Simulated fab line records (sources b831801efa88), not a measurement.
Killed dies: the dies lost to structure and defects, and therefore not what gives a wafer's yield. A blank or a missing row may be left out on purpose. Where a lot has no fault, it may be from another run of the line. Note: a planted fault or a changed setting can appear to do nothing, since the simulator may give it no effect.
Which tool did it? || flow sky130 || Sampling: 11 lots, 33 wafers, 6 of 708 route steps

WHAT THE GAUGES SHOWED, per wafer
The record lacks any reading of a measuring or inspecting step that a usual standard deviation could be used to judge.

TOOL THAT RAN EACH LOT (tool first, then ch and the chambers of the sampled wafers, then the start)
{"lot": "L299", "SKY_RES_PROTECT_COAT_02": "lithoTrack-01 ch 0, day 15 16:10", "SKY_RES_PROTECT_STRIP_07": "plasmaAsher-01 ch 0,1, day 16 06:34", "SKY_CONTACT_CVD_00": "pecvd-03 ch 0,1, day 31 10:35", "SKY_CONTACT_CMP_04": "cmp-01 ch 2,3, day 31 10:49", "SKY_METAL1_ETCH_18": "rieMetal-01 ch 0,1, day 33 18:47", "SKY_PAD_OPEN_PROBE_99": "-"}
{"lot": "L304", "SKY_RES_PROTECT_COAT_02": "lithoTrack-03 ch 0, day 17 16:52", "SKY_RES_PROTECT_STRIP_07": "plasmaAsher-01 ch 0,1, day 18 08:02", "SKY_CONTACT_CVD_00": "pecvd-01 ch 1,2, day 33 14:29", "SKY_CONTACT_CMP_04": "cmp-01 ch 0,1,2, day 33 14:46", "SKY_METAL1_ETCH_18": "rieMetal-02 ch 0,1, day 35 21:39", "SKY_PAD_OPEN_PROBE_99": "prober-02, day 48 02:35"}
{"lot": "L306", "SKY_RES_PROTECT_COAT_02": "lithoTrack-03 ch 0, day 18 08:11", "SKY_RES_PROTECT_STRIP_07": "plasmaAsher-02 ch 0, day 18 23:47", "SKY_CONTACT_CVD_00": "pecvd-02 ch 0,2, day 34 03:40", "SKY_CONTACT_CMP_04": "cmp-02 ch 0,3, day 34 03:53", "SKY_METAL1_ETCH_18": "rieMetal-01 ch 0,1, day 36 11:02", "SKY_PAD_OPEN_PROBE_99": "prober-01, day 48 16:34"}
{"lot": "L307", "SKY_RES_PROTECT_COAT_02": "lithoTrack-02 ch 0, day 18 08:16", "SKY_RES_PROTECT_STRIP_07": "plasmaAsher-03 ch 0,1, day 18 23:50", "SKY_CONTACT_CVD_00": "pecvd-03 ch 1,2, day 34 02:43", "SKY_CONTACT_CMP_04": "cmp-01 ch 0,1, day 34 02:56", "SKY_METAL1_ETCH_18": "rieMetal-02 ch 0,1, day 36 10:43", "SKY_PAD_OPEN_PROBE_99": "-"}
{"lot": "L309", "SKY_RES_PROTECT_COAT_02": "lithoTrack-03 ch 0, day 19 13:38", "SKY_RES_PROTECT_STRIP_07": "plasmaAsher-03 ch 0,1, day 20 04:47", "SKY_CONTACT_CVD_00": "pecvd-01 ch 0,1,2, day 35 04:38", "SKY_CONTACT_CMP_04": "cmp-02 ch 0,3, day 35 04:54", "SKY_METAL1_ETCH_18": "rieMetal-02 ch 0,1, day 37 11:46", "SKY_PAD_OPEN_PROBE_99": "prober-01, day 49 08:27"}
{"lot": "L313", "SKY_RES_PROTECT_COAT_02": "lithoTrack-03 ch 0, day 20 17:22", "SKY_RES_PROTECT_STRIP_07": "plasmaAsher-02 ch 0,1, day 21 09:23", "SKY_CONTACT_CVD_00": "pecvd-01 ch 0,1,2, day 36 02:19", "SKY_CONTACT_CMP_04": "cmp-02 ch 0,2,3, day 36 02:32", "SKY_METAL1_ETCH_18": "rieMetal-02 ch 0,1, day 38 08:15", "SKY_PAD_OPEN_PROBE_99": "-"}
{"lot": "L314", "SKY_RES_PROTECT_COAT_02": "lithoTrack-03 ch 0, day 21 03:49", "SKY_RES_PROTECT_STRIP_07": "plasmaAsher-01 ch 0,1, day 21 19:14", "SKY_CONTACT_CVD_00": "pecvd-03 ch 0,1,2, day 36 08:05", "SKY_CONTACT_CMP_04": "cmp-02 ch 0,3, day 36 08:17", "SKY_METAL1_ETCH_18": "rieMetal-03 ch 0,1, day 38 14:07", "SKY_PAD_OPEN_PROBE_99": "-"}
{"lot": "L315", "SKY_RES_PROTECT_COAT_02": "lithoTrack-03 ch 0, day 21 19:11", "SKY_RES_PROTECT_STRIP_07": "plasmaAsher-03 ch 0,1, day 22 10:19", "SKY_CONTACT_CVD_00": "pecvd-01 ch 1,2, day 36 19:43", "SKY_CONTACT_CMP_04": "cmp-01 ch 1,2,3, day 36 19:56", "SKY_METAL1_ETCH_18": "rieMetal-03 ch 0,1, day 39 01:34", "SKY_PAD_OPEN_PROBE_99": "-"}
{"lot": "L316", "SKY_RES_PROTECT_COAT_02": "lithoTrack-02 ch 0, day 22 05:37", "SKY_RES_PROTECT_STRIP_07": "plasmaAsher-02 ch 0,1, day 22 20:55", "SKY_CONTACT_CVD_00": "pecvd-01 ch 0,1, day 37 08:24", "SKY_CONTACT_CMP_04": "cmp-02 ch 0,3, day 37 08:37", "SKY_METAL1_ETCH_18": "rieMetal-01 ch 1, day 39 13:43", "SKY_PAD_OPEN_PROBE_99": "-"}
{"lot": "L317", "SKY_RES_PROTECT_COAT_02": "lithoTrack-02 ch 0, day 22 08:04", "SKY_RES_PROTECT_STRIP_07": "plasmaAsher-02 ch 0,1, day 22 22:44", "SKY_CONTACT_CVD_00": "pecvd-02 ch 0,1,2, day 37 11:01", "SKY_CONTACT_CMP_04": "cmp-02 ch 1,2,3, day 37 11:14", "SKY_METAL1_ETCH_18": "rieMetal-02 ch 0,1, day 39 16:49", "SKY_PAD_OPEN_PROBE_99": "-"}
{"lot": "L319", "SKY_RES_PROTECT_COAT_02": "lithoTrack-02 ch 0, day 22 16:02", "SKY_RES_PROTECT_STRIP_07": "plasmaAsher-02 ch 0,1, day 23 07:19", "SKY_CONTACT_CVD_00": "pecvd-03 ch 0,1,2, day 37 14:12", "SKY_CONTACT_CMP_04": "cmp-01 ch 0,1,2, day 37 14:25", "SKY_METAL1_ETCH_18": "rieMetal-01 ch 1, day 39 19:36", "SKY_PAD_OPEN_PROBE_99": "-"}
- SKY_RES_PROTECT_COAT_02: resist thk 1140 nm.
- SKY_RES_PROTECT_STRIP_07: strips in O2/N2.
- SKY_CONTACT_CVD_00: deposits Si3N4, target thk 75 nm.
- SKY_CONTACT_CMP_04: polishes SiO2.
- SKY_METAL1_ETCH_18: etches BARC in N2/H2, stops on SiO2, time 45.9 s, target depth 60 nm.
- SKY_PAD_OPEN_PROBE_99

AS READ BY THE TOOLS THEMSELVES (means over the sampled wafers that have a number; for cases with no such wafer, the mark the record gives instead)
SKY_RES_PROTECT_COAT_02.
{"lot": "L299", "tool": "lithoTrack-01", "spinSpeedRpm (rpm)": 3001.4}
{"lot": "L304", "tool": "lithoTrack-03", "spinSpeedRpm (rpm)": 2999.3}
{"lot": "L306", "tool": "lithoTrack-03", "spinSpeedRpm (rpm)": 2999.8}
{"lot": "L307", "tool": "lithoTrack-02", "spinSpeedRpm (rpm)": 3000.9}
{"lot": "L309", "tool": "lithoTrack-03", "spinSpeedRpm (rpm)": 3004.0}
{"lot": "L313", "tool": "lithoTrack-03", "spinSpeedRpm (rpm)": 2803.4}
{"lot": "L314", "tool": "lithoTrack-03", "spinSpeedRpm (rpm)": 2801.1}
{"lot": "L315", "tool": "lithoTrack-03", "spinSpeedRpm (rpm)": 2802.8}
{"lot": "L316", "tool": "lithoTrack-02", "spinSpeedRpm (rpm)": 2999.9}
{"lot": "L317", "tool": "lithoTrack-02", "spinSpeedRpm (rpm)": 2999.2}
{"lot": "L319", "tool": "lithoTrack-02", "spinSpeedRpm (rpm)": 2998.5}

SKY_RES_PROTECT_STRIP_07.
{"lot": "L299", "tool": "plasmaAsher-01", "drypumpMotorCurrentA (A)": 6.4, "oesProductAu (a.u.)": 0.514, "stripTimeToEndpointS (s)": 23.32}
{"lot": "L304", "tool": "plasmaAsher-01", "drypumpMotorCurrentA (A)": 6.1, "oesProductAu (a.u.)": 0.518, "stripTimeToEndpointS (s)": 23.31}
{"lot": "L306", "tool": "plasmaAsher-02", "drypumpMotorCurrentA (A)": 5.3, "oesProductAu (a.u.)": 0.523, "stripTimeToEndpointS (s)": 23.35}
{"lot": "L307", "tool": "plasmaAsher-03", "drypumpMotorCurrentA (A)": 5.5, "oesProductAu (a.u.)": 0.518, "stripTimeToEndpointS (s)": 23.27}
{"lot": "L309", "tool": "plasmaAsher-03", "drypumpMotorCurrentA (A)": 5.4, "oesProductAu (a.u.)": 0.518, "stripTimeToEndpointS (s)": 23.34}
{"lot": "L313", "tool": "plasmaAsher-02", "drypumpMotorCurrentA (A)": 5.2, "oesProductAu (a.u.)": 0.521, "stripTimeToEndpointS (s)": 23.68}
{"lot": "L314", "tool": "plasmaAsher-01", "drypumpMotorCurrentA (A)": 6.1, "oesProductAu (a.u.)": 0.520, "stripTimeToEndpointS (s)": 23.71}
{"lot": "L315", "tool": "plasmaAsher-03", "drypumpMotorCurrentA (A)": 5.4, "oesProductAu (a.u.)": 0.523, "stripTimeToEndpointS (s)": 23.74}
{"lot": "L316", "tool": "plasmaAsher-02", "drypumpMotorCurrentA (A)": 5.1, "oesProductAu (a.u.)": 0.519, "stripTimeToEndpointS (s)": 23.33}
{"lot": "L317", "tool": "plasmaAsher-02", "drypumpMotorCurrentA (A)": 5.2, "oesProductAu (a.u.)": 0.520, "stripTimeToEndpointS (s)": 23.28}
{"lot": "L319", "tool": "plasmaAsher-02", "drypumpMotorCurrentA (A)": 5.2, "oesProductAu (a.u.)": 0.517, "stripTimeToEndpointS (s)": 23.34}

SKY_CONTACT_CVD_00.
{"lot": "L299", "tool": "pecvd-03", "heaterPowerOuterW (W)": 395, "heaterPowerW (W)": 695}
{"lot": "L304", "tool": "pecvd-01", "heaterPowerOuterW (W)": 510, "heaterPowerW (W)": 788}
{"lot": "L306", "tool": "pecvd-02", "heaterPowerOuterW (W)": 464, "heaterPowerW (W)": 706}
{"lot": "L307", "tool": "pecvd-03", "heaterPowerOuterW (W)": 407, "heaterPowerW (W)": 739}
{"lot": "L309", "tool": "pecvd-01", "heaterPowerOuterW (W)": 425, "heaterPowerW (W)": 685}
{"lot": "L313", "tool": "pecvd-01", "heaterPowerOuterW (W)": 447, "heaterPowerW (W)": 702}
{"lot": "L314", "tool": "pecvd-03", "heaterPowerOuterW (W)": 403, "heaterPowerW (W)": 710}
{"lot": "L315", "tool": "pecvd-01", "heaterPowerOuterW (W)": 467, "heaterPowerW (W)": 743}
{"lot": "L316", "tool": "pecvd-01", "heaterPowerOuterW (W)": 432, "heaterPowerW (W)": 682}
{"lot": "L317", "tool": "pecvd-02", "heaterPowerOuterW (W)": 438, "heaterPowerW (W)": 722}
{"lot": "L319", "tool": "pecvd-03", "heaterPowerOuterW (W)": 401, "heaterPowerW (W)": 721}

SKY_CONTACT_CMP_04.
{"lot": "L299", "tool": "cmp-01", "edgeZonePressureFrac": 0.997, "motorCurrentA (A)": 10.7, "platenRpm (rpm)": 60.01, "timeToEndpointS (s)": 81.9}
{"lot": "L304", "tool": "cmp-01", "edgeZonePressureFrac": 0.999, "motorCurrentA (A)": 11.5, "platenRpm (rpm)": 59.96, "timeToEndpointS (s)": 80.2}
{"lot": "L306", "tool": "cmp-02", "edgeZonePressureFrac": 1.003, "motorCurrentA (A)": 11.6, "platenRpm (rpm)": 60.01, "timeToEndpointS (s)": 83.3}
{"lot": "L307", "tool": "cmp-01", "edgeZonePressureFrac": 1.001, "motorCurrentA (A)": 12.1, "platenRpm (rpm)": 60.01, "timeToEndpointS (s)": 81.8}
{"lot": "L309", "tool": "cmp-02", "edgeZonePressureFrac": 1.000, "motorCurrentA (A)": 11.3, "platenRpm (rpm)": 60.01, "timeToEndpointS (s)": 80.9}
{"lot": "L313", "tool": "cmp-02", "edgeZonePressureFrac": 1.009, "motorCurrentA (A)": 11.1, "platenRpm (rpm)": 59.97, "timeToEndpointS (s)": 79.5}
{"lot": "L314", "tool": "cmp-02", "edgeZonePressureFrac": 1.000, "motorCurrentA (A)": 11.8, "platenRpm (rpm)": 60.00, "timeToEndpointS (s)": 79.8}
{"lot": "L315", "tool": "cmp-01", "edgeZonePressureFrac": 1.000, "motorCurrentA (A)": 11.0, "platenRpm (rpm)": 60.00, "timeToEndpointS (s)": 88.0}
{"lot": "L316", "tool": "cmp-02", "edgeZonePressureFrac": 1.001, "motorCurrentA (A)": 11.8, "platenRpm (rpm)": 60.00, "timeToEndpointS (s)": 79.8}
{"lot": "L317", "tool": "cmp-02", "edgeZonePressureFrac": 1.000, "motorCurrentA (A)": 11.6, "platenRpm (rpm)": 59.98, "timeToEndpointS (s)": 82.1}
{"lot": "L319", "tool": "cmp-01", "edgeZonePressureFrac": 0.998, "motorCurrentA (A)": 12.0, "platenRpm (rpm)": 60.04, "timeToEndpointS (s)": 80.9}

SKY_METAL1_ETCH_18.
{"lot": "L299", "tool": "rieMetal-01", "drypumpMotorCurrentA (A)": 5.9, "heBacksideLeakSccm (sccm)": 3.6, "oesProductAu (a.u.)": 0.855, "throttleValvePct (%)": 13.217}
{"lot": "L304", "tool": "rieMetal-02", "drypumpMotorCurrentA (A)": 5.3, "heBacksideLeakSccm (sccm)": 3.3, "oesProductAu (a.u.)": 0.848, "throttleValvePct (%)": 13.225}
{"lot": "L306", "tool": "rieMetal-01", "drypumpMotorCurrentA (A)": 5.9, "heBacksideLeakSccm (sccm)": 3.5, "oesProductAu (a.u.)": 0.853, "throttleValvePct (%)": 13.228}
{"lot": "L307", "tool": "rieMetal-02", "drypumpMotorCurrentA (A)": 5.3, "heBacksideLeakSccm (sccm)": 3.5, "oesProductAu (a.u.)": 0.851, "throttleValvePct (%)": 13.226}
{"lot": "L309", "tool": "rieMetal-02", "drypumpMotorCurrentA (A)": 5.3, "heBacksideLeakSccm (sccm)": 3.4, "oesProductAu (a.u.)": 0.860, "throttleValvePct (%)": 13.218}
{"lot": "L313", "tool": "rieMetal-02", "drypumpMotorCurrentA (A)": 5.4, "heBacksideLeakSccm (sccm)": 3.3, "oesProductAu (a.u.)": 0.855, "throttleValvePct (%)": 13.231}
{"lot": "L314", "tool": "rieMetal-03", "drypumpMotorCurrentA (A)": 6.0, "heBacksideLeakSccm (sccm)": 3.4, "oesProductAu (a.u.)": 0.858, "throttleValvePct (%)": 13.225}
{"lot": "L315", "tool": "rieMetal-03", "drypumpMotorCurrentA (A)": 5.8, "heBacksideLeakSccm (sccm)": 3.5, "oesProductAu (a.u.)": 0.852, "throttleValvePct (%)": 13.225}
{"lot": "L316", "tool": "rieMetal-01", "drypumpMotorCurrentA (A)": 4.9, "heBacksideLeakSccm (sccm)": 3.6, "oesProductAu (a.u.)": 0.856, "throttleValvePct (%)": 13.223}
{"lot": "L317", "tool": "rieMetal-02", "drypumpMotorCurrentA (A)": 5.4, "heBacksideLeakSccm (sccm)": 3.3, "oesProductAu (a.u.)": 0.855, "throttleValvePct (%)": 13.225}
{"lot": "L319", "tool": "rieMetal-01", "drypumpMotorCurrentA (A)": 4.9, "heBacksideLeakSccm (sccm)": 3.5, "oesProductAu (a.u.)": 0.856, "throttleValvePct (%)": 13.217}

SKY_PAD_OPEN_PROBE_99.
{"lot": "L304", "tool": "prober-02", "killed_at_M0_to_M3": 42, "killed_at_M4_up": 3.0, "killedAtContacts": 25, "killedAtFrontEnd": 12, "killedAtOther": 0.3, "killedDies": 82, "killedOnRim": 16, "killedOpen": 45, "killedShort": 38}
{"lot": "L306", "tool": "prober-01", "killed_at_M0_to_M3": 49, "killed_at_M4_up": 2.3, "killedAtContacts": 30, "killedAtFrontEnd": 17, "killedAtOther": 0.0, "killedDies": 98, "killedOnRim": 20, "killedOpen": 56, "killedShort": 41}
{"lot": "L309", "tool": "prober-01", "killed_at_M0_to_M3": 45, "killed_at_M4_up": 3.3, "killedAtContacts": 25, "killedAtFrontEnd": 16, "killedAtOther": 0.3, "killedDies": 90, "killedOnRim": 16, "killedOpen": 51, "killedShort": 39}

THE ANSWER, worked out from the rows above alone
Rule: the usual values come from the lots themselves. Put in order of their means at a reading, lots are off if they are a third of the lots or fewer, leave a main group of 4 or more, and stand apart from it by a gap of 3 or more times the standard deviation of the main group's means; of several such gaps the widest counts. Not used: any main group whose means are identical at the precision the tables above print for the reading. Also off: a lot with no number at a reading for which 4 or more lots have one. All remaining lots with rows at the step are treated as sound. The gauges are gone through in route order, then the tools' own readings, and for those a lot's mean is taken as printed above. The first step at which some lot is off is used, and at that step the reading that is off furthest; a lot without a number counts as furthest.
Off, at SKY_RES_PROTECT_COAT_02 on spinSpeedRpm: L313, L314, L315. The main group has a mean of 3000.4 rpm with a standard deviation of 1.6.
A tool fits if, at that step or a process step before it, it ran every lot that is off, and no sound lot after the first of them. One fits: SKY_RES_PROTECT_COAT_02 on lithoTrack-03. A fault onset in the window from L309 (day 19 13:38, its last sound lot) to L313 (day 20 17:22, its first lot off) fits.
The tool's own readings at SKY_RES_PROTECT_COAT_02 bear it out: on the lots that are off they differ by more than 5 times the standard deviation of the sound lots' means. spinSpeedRpm reads 2802.4 rpm there against 3000.4 rpm on the sound lots.

WHAT THE SIMULATOR HAD INSERTED
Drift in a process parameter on lithoTrack-03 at SKY_RES_PROTECT_COAT_02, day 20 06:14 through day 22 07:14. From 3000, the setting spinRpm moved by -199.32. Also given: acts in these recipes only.
Struck lots among those shown: L313, L314, L315. The rule above reached the same finding.
